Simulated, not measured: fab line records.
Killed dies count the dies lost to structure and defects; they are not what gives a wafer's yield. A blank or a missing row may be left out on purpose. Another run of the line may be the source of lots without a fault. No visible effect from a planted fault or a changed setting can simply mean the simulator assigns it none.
fab line records	flow sky130
[record] lots = 7	wafers = 19	last_day = 50
route steps=708 shown CONTACT@431 METAL1@434 PAD_OPEN@708
lots that met no fault: from a run of the same line without faults
start_h: hours from the record's opening day to when the first of the lot's shown wafers began	wait_h: hours from the lot's prior step to this one	" unchanged from the row above	L1.1+2: several wafers, shown together as one row	- no value, or no start given	* or withheld: withheld	< > ~ a bound
route shown NAME@n: a module of which the file shows steps, and the number in the route of the first	usual: mean and standard deviation over wafers with no fault	same: alike in all rows	chamber/n: place in a boat	sites: per-site readings	_std_site: standard deviation of those values	_edge_site: outer sites' mean less inner sites'	radius_mm: how far each site lies from the wafer's centre	mask NAME#n: copy n	behind: tool/chamber where the wafer was last shaped	hold: the reason the lot was held/the length of the hold in hours/how it ended	device: whichever transistor did not switch (one of n, p or np)	end of line: the tests these same wafers got at the end of their route	a step without rows: its recipe alone	killed: dies lost to structure and defects at the first sort, not the wafer's yield	map: shows each die of a wafer: x if killed, . if not, _ if none is there
set.NAME: setting as actually run; set.NAME@STEP: the setting as run at that earlier step	model.NAME: the simulator's own value behind a step, which no gauge read
a table for each step, a row for each wafer; lots at some steps of the route
services: from which hour (start_h, from the record's first day; less than 0 if before it) a tool's chamber was out of use, for how many hours, and why
[[steps]]
[step SKY_CONTACT_RS_MEAS_25]
[recipe] thk_meas_gauge = four-point-probe	reads = W_of_CONTACT_CVD_24+TiN_of_CONTACT_SPUTTER_23
[usual] CONTACT_W_RS = 0.337/0.0035
lot.wafer	tool	chamber	start_h	wait_h	CONTACT_W_RS[ohm/sq]
L421.1	film_metro-03	-	744.32	0.1	0.337
L421.4	"	-	"	"	0.339
L421.6	"	-	"	"	0.332
L424.3	film_metro-01	-	773.51	0.1	0.338
L424.4	"	-	"	"	0.336
L424.6	"	-	"	"	0.338
L428.2	film_metro-01	-	793.19	0.1	0.345
L428.5	"	-	"	"	0.345
L428.6	"	-	"	"	0.346
L431.1	film_metro-04	-	829.63	0.1	0.338
L431.2	"	-	"	"	0.342
L431.6	"	-	"	"	0.340
L439.2	film_metro-03	-	882.52	0.1	0.338
L439.4	"	-	"	"	0.342
L441.2	film_metro-01	-	914.89	0.1	0.329
L441.4	"	-	"	"	0.331
L441.5	"	-	"	"	0.333
L442.3	film_metro-04	-	915.22	0.1	0.340
L442.6	"	-	"	"	0.341
[step SKY_CONTACT_THK_MEAS_26]
[recipe] thk_meas_gauge = xrf	reads = W_of_CONTACT_CVD_24
[usual] CONTACT_W_THK = 338/4.6
lot.wafer	tool	chamber	start_h	wait_h	CONTACT_W_THK[nm]
L421.1	film_metro-03	-	744.44	0.1	334
L421.4	"	-	"	"	332
L421.6	"	-	"	"	339
L424.3	film_metro-01	-	773.61	0.1	339
L424.4	"	-	"	"	342
L424.6	"	-	"	"	339
L428.2	film_metro-01	-	793.30	0.1	333
L428.5	"	-	"	"	333
L428.6	"	-	"	"	330
L431.1	film_metro-04	-	829.75	0.1	338
L431.2	"	-	"	"	330
L431.6	"	-	"	"	335
L439.2	film_metro-03	-	882.63	0.1	332
L439.4	"	-	"	"	328
L441.2	film_metro-01	-	915.00	0.1	347
L441.4	"	-	"	"	343
L441.5	"	-	"	"	343
L442.3	film_metro-04	-	915.32	0.1	336
L442.6	"	-	"	"	336
[step SKY_CONTACT_CMP_27]
[recipe] stop_on = SiO2	t_overpolish_s = 15	down_force_psi = 3.5	platen_rpm = 60	target_thk_nm = 0	pad_velocity_m_s = 0.94248
[usual] motor_current_A = 11.2/1	overpolish_run_s = 15.000/0.0091	time_to_endpoint_s = 83/3.5
lot.wafer	tool	chamber	start_h	wait_h	motor_current_A	overpolish_run_s	time_to_endpoint_s
L421.4	cmp-01	3	744.50	0.0	11.1	15.002	88
L421.1	"	2	"	"	11.3	15.011	83
L421.6	"	3	"	"	11.8	14.991	87
L424.3	cmp-02	3	773.71	0.1	9.8	14.994	86
L424.4	"	1	"	"	12.8	15.010	83
L424.6	"	3	"	"	10.1	15.005	87
L428.2	cmp-02	1	793.40	0.1	12.4	14.990	77
L428.6	"	0	"	"	11.2	15.001	80
L428.5	"	1	"	"	13.5	15.001	77
L431.2	cmp-02	0	830.54	0.8	11.8	14.988	78
L431.1	"	2	"	"	10.5	14.993	84
L431.6	"	0	"	"	11.5	14.998	77
L439.4	cmp-01	1	882.68	0.0	10.8	14.994	85
L439.2	"	3	"	"	10.7	14.995	88
L441.2	cmp-02	0	915.10	0.1	11.1	15.000	81
L441.4	"	2	"	"	10.5	15.010	82
L441.5	"	0	"	"	11.4	14.999	85
L442.3	cmp-02	1	915.80	0.5	13.2	15.001	75
L442.6	"	3	"	"	9.9	15.010	80
[step SKY_METAL1_SPUTTER_00]
[recipe] material = Ti	target_thk_nm = 15	power_w = 3000	time_s = 10	chamber_pressure_pa = 0.4
[step SKY_METAL1_SPUTTER_01]
[recipe] material = TiN	target_thk_nm = 20	power_w = 6500	time_s = 16.7	chamber_pressure_pa = 0.4
[usual] throttle_valve_pct = 29.8/1.2
lot.wafer	tool	chamber	start_h	wait_h	throttle_valve_pct
L421.1	pvd_sputter-02	-	744.82	0.0	29.4
L421.4	"	-	"	"	29.4
L421.6	"	-	"	"	30.1
L424.3	pvd_sputter-03	-	774.04	0.0	30.0
L424.4	"	-	"	"	31.3
L424.6	"	-	"	"	30.3
L428.2	pvd_sputter-03	-	793.67	0.0	31.4
L428.5	"	-	"	"	30.1
L428.6	"	-	"	"	30.3
L431.1	pvd_sputter-03	-	830.82	0.0	30.3
L431.2	"	-	"	"	31.2
L431.6	"	-	"	"	30.5
L439.2	pvd_sputter-04	-	883.00	0.0	27.4
L439.4	"	-	"	"	29.5
L441.2	pvd_sputter-02	-	915.37	0.0	29.8
L441.4	"	-	"	"	28.1
L441.5	"	-	"	"	30.4
L442.3	pvd_sputter-03	-	915.97	0.0	30.0
L442.6	"	-	"	"	31.3
[step SKY_METAL1_SPUTTER_02]
[recipe] material = AlCu	target_thk_nm = 250	power_w = 10600	time_s = 13.3	chamber_pressure_pa = 0.4
[step SKY_METAL1_SPUTTER_03]
[recipe] material = Ti	target_thk_nm = 5	power_w = 3000	time_s = 3.3	chamber_pressure_pa = 0.4
[usual] throttle_valve_pct = 29.8/1.1
lot.wafer	tool	chamber	start_h	wait_h	throttle_valve_pct
L421.1	pvd_sputter-02	-	744.87	0.0	29.3
L421.4	"	-	"	"	29.4
L421.6	"	-	"	"	29.7
L424.3	pvd_sputter-03	-	774.09	0.0	29.9
L424.4	"	-	"	"	31.2
L424.6	"	-	"	"	30.4
L428.2	pvd_sputter-03	-	793.72	0.0	31.2
L428.5	"	-	"	"	30.2
L428.6	"	-	"	"	30.1
L431.1	pvd_sputter-03	-	830.87	0.0	29.9
L431.2	"	-	"	"	31.1
L431.6	"	-	"	"	30.2
L439.2	pvd_sputter-04	-	883.05	0.0	27.8
L439.4	"	-	"	"	29.5
L441.2	pvd_sputter-02	-	915.42	0.0	30.1
L441.4	"	-	"	"	27.8
L441.5	"	-	"	"	29.8
L442.3	pvd_sputter-03	-	916.02	0.0	30.5
L442.6	"	-	"	"	31.3
[step SKY_METAL1_SPUTTER_04]
[recipe] material = TiN	target_thk_nm = 70	power_w = 6500	time_s = 58.3	chamber_pressure_pa = 0.4
[step SKY_METAL1_RS_MEAS_05]
[recipe] thk_meas_gauge = four-point-probe	reads = TiN_of_METAL1_SPUTTER_04+Ti_of_METAL1_SPUTTER_03+AlCu_of_METAL1_SPUTTER_02+TiN_of_METAL1_SPUTTER_01+Ti_of_METAL1_SPUTTER_00
[usual] METAL1_ALCU_RS = 0.1272/0.0014
lot.wafer	tool	chamber	start_h	wait_h	METAL1_ALCU_RS[ohm/sq]
L421.1	film_metro-01	-	744.94	0.0	0.1261
L421.4	"	-	"	"	0.1249
L421.6	"	-	"	"	0.1251
L424.3	film_metro-01	-	774.19	0.1	0.1257
L424.4	"	-	"	"	0.1265
L424.6	"	-	"	"	0.1258
L428.2	film_metro-03	-	793.81	0.0	0.1278
L428.5	"	-	"	"	0.1271
L428.6	"	-	"	"	0.1271
L431.1	film_metro-03	-	830.93	0.0	0.1277
L431.2	"	-	"	"	0.1284
L431.6	"	-	"	"	0.1290
L439.2	film_metro-03	-	883.14	0.0	0.1267
L439.4	"	-	"	"	0.1276
L441.2	film_metro-02	-	915.51	0.0	0.1267
L441.4	"	-	"	"	0.1278
L441.5	"	-	"	"	0.1276
L442.3	film_metro-02	-	916.22	0.1	0.1283
L442.6	"	-	"	"	0.1291
[step SKY_METAL1_THK_MEAS_06]
[recipe] thk_meas_gauge = xrf	reads = AlCu_of_METAL1_SPUTTER_02
[usual] METAL1_ALCU_THK = 245.4/2.6
lot.wafer	tool	chamber	start_h	wait_h	METAL1_ALCU_THK[nm]
L421.1	film_metro-01	-	745.06	0.1	244.1
L421.4	"	-	"	"	246.5
L421.6	"	-	"	"	247.7
L424.3	film_metro-01	-	774.29	0.1	247.8
L424.4	"	-	"	"	246.2
L424.6	"	-	"	"	246.0
L428.2	film_metro-03	-	793.92	0.1	244.8
L428.5	"	-	"	"	245.4
L428.6	"	-	"	"	247.8
L431.1	film_metro-03	-	831.05	0.1	243.3
L431.2	"	-	"	"	243.5
L431.6	"	-	"	"	241.6
L439.2	film_metro-03	-	883.25	0.1	246.7
L439.4	"	-	"	"	244.1
L441.2	film_metro-02	-	915.62	0.1	247.6
L441.4	"	-	"	"	245.7
L441.5	"	-	"	"	247.1
L442.3	film_metro-02	-	916.32	0.1	245.3
L442.6	"	-	"	"	243.3
[step SKY_METAL1_DEHYDRATE_07]
[recipe] temp_c = 200	time_s = 60
[step SKY_METAL1_HMDS_08]
[recipe] prime_time_s = 60	prime_temp_c = 120
[step SKY_METAL1_COAT_09]
[recipe] resist = BARC	temp_c = withheld	time_s = withheld	spin_rpm = 3000	resist_thk_nm = 60
lot.wafer	tool	chamber	start_h	wait_h
L421.1+4+6	litho_track-01	0	757.76	0.1
L424.3+4+6	litho_track-01	0	787.26	0.1
L428.2+5+6	litho_track-03	0	806.99	0.1
L431.1+2+6	litho_track-01	0	844.06	0.1
L439.2+4	litho_track-03	0	895.29	0.1
L441.2+4+5	litho_track-03	0	927.79	0.1
L442.3+6	litho_track-03	0	928.62	0.1
[step SKY_METAL1_COAT_10]
[recipe] resist = KrF-thick	spin_rpm = 3000	resist_thk_nm = 450
[step SKY_METAL1_SOFTBAKE_11]
[recipe] temp_c = 100	time_s = 90	resist = KrF-thick
[step SKY_METAL1_EXPOSE_12]
[recipe] mask_id = MM1	na = 0.8	source_shape = annular	sigma_inner = 0.55	sigma_outer = 0.85	target_cd_nm = 140	dose_mj = 28
[step SKY_METAL1_PEB_13]
[recipe] peb_temp_c = withheld	peb_time_s = withheld	resist = KrF-thick
[step SKY_METAL1_DEVELOP_14]
[recipe] develop_time_s = 60	resist = KrF-thick	dev_temp_c = 21
[step SKY_METAL1_CD_MEAS_15]
[recipe] target_cd_nm = 140
[usual] cd_nm = 139.8/1.6
lot.wafer	tool	chamber	start_h	wait_h	cd_nm
L421.1	cd_sem-01	-	771.95	-	138.5
L421.4	"	-	"	"	138.4
L421.6	"	-	"	"	138.3
L424.3	cd_sem-02	-	800.72	-	139.5
L424.4	"	-	"	"	138.8
L424.6	"	-	"	"	140.4
L428.2	cd_sem-02	-	820.58	-	140.5
L428.5	"	-	"	"	140.4
L428.6	"	-	"	"	140.6
L431.1	cd_sem-01	-	857.26	-	141.0
L431.2	"	-	"	"	140.6
L431.6	"	-	"	"	140.1
L439.2	cd_sem-01	-	908.73	-	139.8
L439.4	"	-	"	"	138.1
L441.2	cd_sem-01	-	939.98	-	140.2
L441.4	"	-	"	"	139.5
L441.5	"	-	"	"	140.9
L442.3	cd_sem-02	-	941.60	-	139.9
L442.6	"	-	"	"	138.0
[step SKY_METAL1_OVL_MEAS_16]
[usual] METAL1_OVL = 4/5.2
lot.wafer	tool	chamber	start_h	wait_h	METAL1_OVL[nm]
L421.1	overlay-01	-	772.07	0.1	5
L421.4	"	-	"	"	19
L421.6	"	-	"	"	19
L424.3	overlay-02	-	800.82	0.1	1
L424.4	"	-	"	"	10
L424.6	"	-	"	"	5
L428.2	overlay-02	-	820.69	0.1	-2
L428.5	"	-	"	"	-5
L428.6	"	-	"	"	-5
L431.1	overlay-02	-	857.38	0.1	2
L431.2	"	-	"	"	6
L431.6	"	-	"	"	5
L439.2	overlay-02	-	908.83	0.1	-2
L439.4	"	-	"	"	5
L441.2	overlay-01	-	940.09	0.1	6
L441.4	"	-	"	"	3
L441.5	"	-	"	"	11
L442.3	overlay-01	-	941.69	0.1	5
L442.6	"	-	"	"	9
[step SKY_METAL1_DESCUM_17]
[recipe] chemistry = O2	source_power_w = 150	bias_power_w = 0	pressure_mtorr = 10	temp_c = 40	time_s = 8
[usual] drypump_motor_current_A = 5.61/0.19	oes_product_au = 1.003/0.0087
lot.wafer	tool	chamber	start_h	wait_h	drypump_motor_current_A	oes_product_au	rf_hours_counter_h
L421.1	rie_metal-04	0	772.11	0.0	5.91	0.997	4
L421.4	"	1	"	"	5.25	0.985	-
L421.6	"	0	"	"	5.86	0.995	-
L424.3	rie_metal-04	1	800.85	0.0	5.25	0.995	-
L424.4	"	0	"	"	5.88	1.012	-
L424.6	"	1	"	"	5.25	1.000	-
L428.2	rie_metal-03	0	820.73	0.0	5.60	1.005	-
L428.5	"	0	"	"	5.62	1.004	-
L428.6	"	0	"	"	5.62	1.007	-
L431.1	rie_metal-03	1	857.42	0.0	5.57	1.008	15
L431.2	"	0	"	"	5.62	1.007	16
L431.6	"	0	"	"	5.60	1.009	-
L439.2	rie_metal-04	0	908.86	0.0	5.87	1.008	10
L439.4	"	0	"	"	5.88	1.010	-
L441.2	rie_metal-03	0	940.12	0.0	5.61	1.007	1
L441.4	"	0	"	"	5.62	1.005	-
L441.5	"	0	"	"	5.61	1.012	-
L442.3	rie_metal-04	1	941.73	0.0	5.24	0.990	-
L442.6	"	1	"	"	5.26	0.996	-
[step SKY_METAL1_ETCH_18]
[recipe] chemistry = N2/H2	target = BARC	ion_energy_ev = 200	bias_w = 100	pressure_mtorr = 30	n2_flow_sccm = 100	h2_flow_sccm = 200	icp_w = 500	stop_on = SiO2	time_s = 45.9	target_depth_a = 600
[usual] drypump_motor_current_A = 5.61/0.19	oes_product_au = 0.855/0.0042	throttle_valve_pct = 13.225/0.0095
lot.wafer	tool	chamber	start_h	wait_h	drypump_motor_current_A	oes_product_au	rf_hours_counter_h	throttle_valve_pct	model.etch.depth_nm
L421.1	rie_metal-04	0	772.14	0.0	5.85	0.852	4	13.225	60.36
L421.4	"	1	"	"	5.23	0.857	-	13.235	60.29
L421.6	"	0	"	"	5.88	0.854	-	13.224	60.47
L424.3	rie_metal-04	1	800.89	0.0	5.23	0.852	-	13.241	59.81
L424.4	"	0	"	"	5.84	0.859	-	13.228	59.89
L424.6	"	1	"	"	5.22	0.854	-	13.220	60.01
L428.2	rie_metal-03	0	820.80	0.1	5.63	0.853	-	13.231	59.98
L428.5	"	0	"	"	5.63	0.851	-	13.228	60.13
L428.6	"	0	"	"	5.63	0.853	-	13.232	59.96
L431.1	rie_metal-03	1	857.45	0.0	5.64	0.855	15	13.244	59.93
L431.2	"	0	"	"	5.64	0.852	16	13.210	59.82
L431.6	"	0	"	"	5.63	0.855	-	13.211	60.13
L439.2	rie_metal-04	0	908.90	0.0	5.87	0.869	10	13.221	61.56
L439.4	"	0	"	"	5.85	0.850	-	13.212	60.08
L441.2	rie_metal-03	0	940.15	0.0	5.63	0.863	1	13.234	61.85
L441.4	"	0	"	"	5.61	0.857	-	13.216	60.21
L441.5	"	0	"	"	5.61	0.854	-	13.219	60.25
L442.3	rie_metal-04	1	941.77	0.0	5.22	0.873	-	13.228	61.75
L442.6	"	1	"	"	5.22	0.855	-	13.230	59.92
[step SKY_METAL1_METAL_ETCH_19]
[recipe] target_depth_a = 3600	stop_on = SiO2	over_etch_frac = 0.3	time_s = 78	chemistry = Cl2/BCl3	resist_sidewall_deg = 88	pressure_mtorr = 10	icp_w = 900	bias_w = 48.5	Cl2_flow_sccm = 60	bcl3_flow_sccm = 30
[usual] drypump_motor_current_A = 5.60/0.19	oes_product_au = 0.852/0.0054	throttle_valve_pct = 22.264/0.0089
lot.wafer	tool	chamber	start_h	wait_h	drypump_motor_current_A	oes_product_au	rf_hours_counter_h	throttle_valve_pct
L421.1	rie_metal-04	0	772.20	0.0	5.85	0.849	4	22.288
L421.4	"	1	"	"	5.27	0.857	-	22.258
L421.6	"	0	"	"	5.83	0.862	-	22.261
L424.3	rie_metal-04	1	800.96	0.1	5.21	0.856	-	22.281
L424.4	"	0	"	"	5.85	0.858	-	22.261
L424.6	"	1	"	"	5.24	0.861	-	22.279
L428.2	rie_metal-03	0	820.94	0.1	5.61	0.847	-	22.265
L428.5	"	0	"	"	5.63	0.849	-	22.264
L428.6	"	0	"	"	5.64	0.856	-	22.275
L431.1	rie_metal-03	1	857.51	0.0	5.62	0.850	15	22.261
L431.2	"	0	"	"	5.61	0.851	16	22.272
L431.6	"	0	"	"	5.61	0.853	-	22.255
L439.2	rie_metal-04	0	908.96	0.0	5.86	0.853	10	22.245
L439.4	"	0	"	"	5.86	0.852	-	22.257
L441.2	rie_metal-03	0	940.21	0.0	5.61	0.858	1	22.267
L441.4	"	0	"	"	5.61	0.857	-	22.280
L441.5	"	0	"	"	5.62	0.852	-	22.274
L442.3	rie_metal-04	1	941.84	0.1	5.26	0.847	-	22.282
L442.6	"	1	"	"	5.26	0.847	-	22.261
[step SKY_PAD_OPEN_PROBE_99]
[usual] defect_limited_yield = 82.4/2	killed_at_M0_to_M3 = 44/6.5	killed_at_M4_up = 3.3/1.7	killed_at_contacts = 25/5.3	killed_at_front_end = 15/5	killed_at_other = 0.2/0.47	killed_dies = 87/9.9	killed_open = 47/8	killed_short = 39/6.1	sort_bin_3_pad_short = 0.9/0.43	sort_bin_5_function = 10.4/1.5	sort_bin_6_memory = 6.2/1.2	sort_n_pass = 405/9.9	sort_yield_pct = 82.4/2
[same] gross_dies = 492	killed_at_back_side = 0	sort_bin_4_leakage[%] = 0	sort_bin_8_speed[%] = 0
lot.wafer	tool	chamber	start_h	wait_h	defect_limited_yield[%]	killed_at_M0_to_M3	killed_at_M4_up	killed_at_contacts	killed_at_front_end	killed_at_other	killed_dies	killed_open	killed_short	sort_bin_3_pad_short[%]	sort_bin_5_function[%]	sort_bin_6_memory[%]	sort_n_pass	sort_yield_pct[%]
L421.1	prober-02	-	1081.78	0.1	86.4	36	1	19	11	0	67	39	28	0.8	9.3	3.5	425	86.4
L421.4	prober-02	-	1081.93	0.2	82.7	39	4	27	15	0	85	46	39	1.2	10.6	5.5	407	82.7
L421.6	prober-02	-	1082.03	0.2	83.3	31	2	29	20	0	82	38	44	0.6	8.7	7.3	410	83.3
L424.3	prober-01	-	1105.05	0.2	81.3	51	1	22	17	1	92	46	46	1.4	11.0	6.3	400	81.3
L424.4	prober-01	-	1105.10	0.2	83.3	35	4	31	12	0	82	54	28	0.4	9.8	6.5	410	83.3
L424.6	prober-01	-	1105.20	0.2	81.3	41	4	33	14	0	92	51	41	0.6	10.8	7.3	400	81.3
L431.1	prober-02	-	1147.82	0.1	79.1	59	4	25	15	0	103	53	50	1.0	12.0	7.9	389	79.1
L431.2	prober-02	-	1147.87	0.1	81.7	38	2	31	19	0	90	45	45	0.8	10.4	7.1	402	81.7
L431.6	prober-02	-	1148.07	0.2	85.4	41	2	18	11	0	72	40	32	0.6	8.5	5.5	420	85.4
L439.2	prober-02	-	1182.82	0.1	84.3	36	6	21	14	0	77	35	42	1.0	10.0	4.7	415	84.3
L441.2	prober-01	-	1202.18	0.1	84.3	33	5	22	17	0	77	40	37	0	10.0	5.7	415	84.3
L441.4	prober-01	-	1202.28	0.2	85.2	38	0	23	12	0	73	35	38	1.8	7.7	5.3	419	85.2
L441.5	prober-01	-	1202.33	0.2	81.7	48	1	23	18	0	90	52	38	0.4	12.4	5.5	402	81.7
L442.3	prober-02	-	1203.73	0.2	83.3	39	1	24	18	0	82	46	36	0.4	10.0	6.3	410	83.3
// killed by level:class
L421.1 VIA1:geometric_particle:open=11 LI_CONTACT:geometric_particle:open=8 CONTACT:geometric_particle:open=7 VIA1:geometric_particle:short=6 METAL1:geometric_particle:short=5 FIELD_ISO:geometric_particle:open=4 VIA2:geometric_particle:open=4 FIELD_ISO:geometric_particle:short=3
L421.4 VIA1:geometric_particle:open=10 LI_CONTACT:geometric_particle:open=9 CONTACT:geometric_particle:open=7 METAL1:geometric_particle:short=7 FIELD_ISO:geometric_particle:open=6 CONTACT:geometric_particle:short=5 FIELD_ISO:geometric_particle:short=4 METAL4:geometric_particle:short=4
L421.6 CONTACT:geometric_particle:open=12 FIELD_ISO:geometric_particle:short=7 METAL2:geometric_particle:short=7 LI_CONTACT:geometric_particle:short=6 CONTACT:geometric_particle:short=6 FIELD_ISO:geometric_particle:open=5 METAL2:geometric_particle:open=4 METAL3:geometric_particle:short=4
L424.3 CONTACT:geometric_particle:open=9 VIA2:geometric_particle:open=9 METAL2:geometric_particle:short=8 VIA1:geometric_particle:open=8 FIELD_ISO:geometric_particle:short=7 LI_CONTACT:geometric_particle:open=7 VIA1:geometric_particle:short=6 LI_CONTACT:geometric_particle:short=5
L424.4 CONTACT:geometric_particle:open=16 LI_CONTACT:geometric_particle:open=9 VIA3:geometric_particle:open=6 VIA1:geometric_particle:open=5 METAL2:geometric_particle:short=5 VIA2:geometric_particle:open=5 CONTACT:geometric_particle:short=4 FIELD_ISO:geometric_particle:short=3
L424.6 CONTACT:geometric_particle:open=14 VIA1:geometric_particle:open=11 LI_CONTACT:geometric_particle:open=7 CONTACT:geometric_particle:short=6 METAL2:geometric_particle:short=5 VIA2:geometric_particle:open=5 FIELD_ISO:geometric_particle:short=4 LOCAL_INTERCONNECT:geometric_particle:short=4
L431.1 LI_CONTACT:geometric_particle:open=10 VIA3:geometric_particle:open=8 METAL2:geometric_particle:short=7 CONTACT:geometric_particle:open=7 VIA1:geometric_particle:open=7 VIA2:geometric_particle:short=6 METAL1:geometric_particle:short=5 VIA1:geometric_particle:short=5
L431.2 VIA1:geometric_particle:open=12 LI_CONTACT:geometric_particle:open=9 FIELD_ISO:geometric_particle:short=6 LI_CONTACT:geometric_particle:short=6 CONTACT:geometric_particle:open=6 VIA2:geometric_particle:open=6 CONTACT:geometric_particle:short=5 POLY_GATE:geometric_particle:short=4
L431.6 CONTACT:geometric_particle:open=8 VIA1:geometric_particle:open=8 VIA2:geometric_particle:open=6 CONTACT:geometric_particle:short=5 METAL2:geometric_particle:short=5 VIA3:geometric_particle:open=5 POLY_GATE:geometric_particle:short=4 FIELD_ISO:geometric_particle:open=3
L439.2 CONTACT:geometric_particle:open=8 VIA1:geometric_particle:open=6 FIELD_ISO:geometric_particle:short=5 VIA2:geometric_particle:short=5 VIA1:geometric_particle:short=5 VIA3:geometric_particle:open=5 LI_CONTACT:geometric_particle:open=4 METAL1:geometric_particle:short=4
L441.2 LI_CONTACT:geometric_particle:open=9 VIA2:geometric_particle:open=8 FIELD_ISO:geometric_particle:open=5 VIA3:geometric_particle:open=5 METAL2:geometric_particle:short=5 CONTACT:geometric_particle:open=5 VIA1:geometric_particle:short=5 METAL4:geometric_particle:short=5
L441.4 CONTACT:geometric_particle:open=11 VIA1:geometric_particle:open=7 VIA2:geometric_particle:open=5 METAL3:geometric_particle:short=5 CONTACT:geometric_particle:short=5 VIA1:geometric_particle:short=5 METAL2:geometric_particle:short=5 FIELD_ISO:geometric_particle:short=4
L441.5 VIA1:geometric_particle:open=12 FIELD_ISO:geometric_particle:open=9 VIA2:geometric_particle:short=9 LI_CONTACT:geometric_particle:open=7 VIA2:geometric_particle:open=7 CONTACT:geometric_particle:open=6 VIA3:geometric_particle:open=6 CONTACT:geometric_particle:short=5
L442.3 CONTACT:geometric_particle:open=13 VIA2:geometric_particle:open=8 FIELD_ISO:geometric_particle:short=7 VIA3:geometric_particle:open=7 METAL1:geometric_particle:short=6 METAL2:geometric_particle:short=6 VIA1:geometric_particle:open=5 LI_CONTACT:geometric_particle:open=4
[[services]]
tool	chamber	start_h	hours	kind
cmp-01	-	722.58	5.3	pm
cmp-02	-	744.14	4.0	pm
cmp-02	-	748.14	-	consumable_replace:conditioner
cmp-01	-	762.99	31.6	pm
cmp-02	-	794.59	6.5	pm
cmp-01	-	797.93	1.4	repair
pvd_sputter-03	-	802.66	5.0	repair
cmp-01	-	803.40	0.2	repair
rie_metal-03	1	813.24	9.5	repair
pvd_sputter-02	-	826.13	1.9	repair
rie_metal-04	-	827.30	1.4	pm
cmp-01	-	827.74	20.7	repair
rie_metal-03	1	868.59	-	clean
rie_metal-03	1	868.59	16.0	scheduled_down
rie_metal-03	1	868.59	16.0	vent_cycle
pvd_sputter-02	-	881.88	6.8	repair
rie_metal-03	0	890.63	-	clean
rie_metal-03	0	890.63	15.2	scheduled_down
rie_metal-03	0	890.63	15.2	vent_cycle
cmp-01	-	900.88	0.4	repair
cmp-02	-	909.04	2.0	repair
cmp-01	-	912.00	4.0	pm
cmp-01	-	936.08	2.0	repair
cmp-02	-	936.36	2.5	repair
[[key]]
[first_sign] step = SKY_METAL1_ETCH_18	reading = oes_product_au	direction = up	sigmas = 3	usual = 0.855	struck = 0.868
effect none on later readings
[model_effect] step = SKY_METAL1_ETCH_18	value = etch.depth_nm	without = 60.17	struck = 61.72
met_at SKY_METAL1_COAT_09
struck_wafers L439.2,L441.2,L442.3
onset_between 806.99 895.29
[fault] kind = process_parameter_drift	tool = litho_track-03	chamber = -	onset_h = 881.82	steps = SKY_METAL1_COAT_09	channel = resist_thk_nm	offset = 1.5439	shape = step	end_h = 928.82	scope = struck_wafers_only	acts_in = these_recipes_only	stated = 60
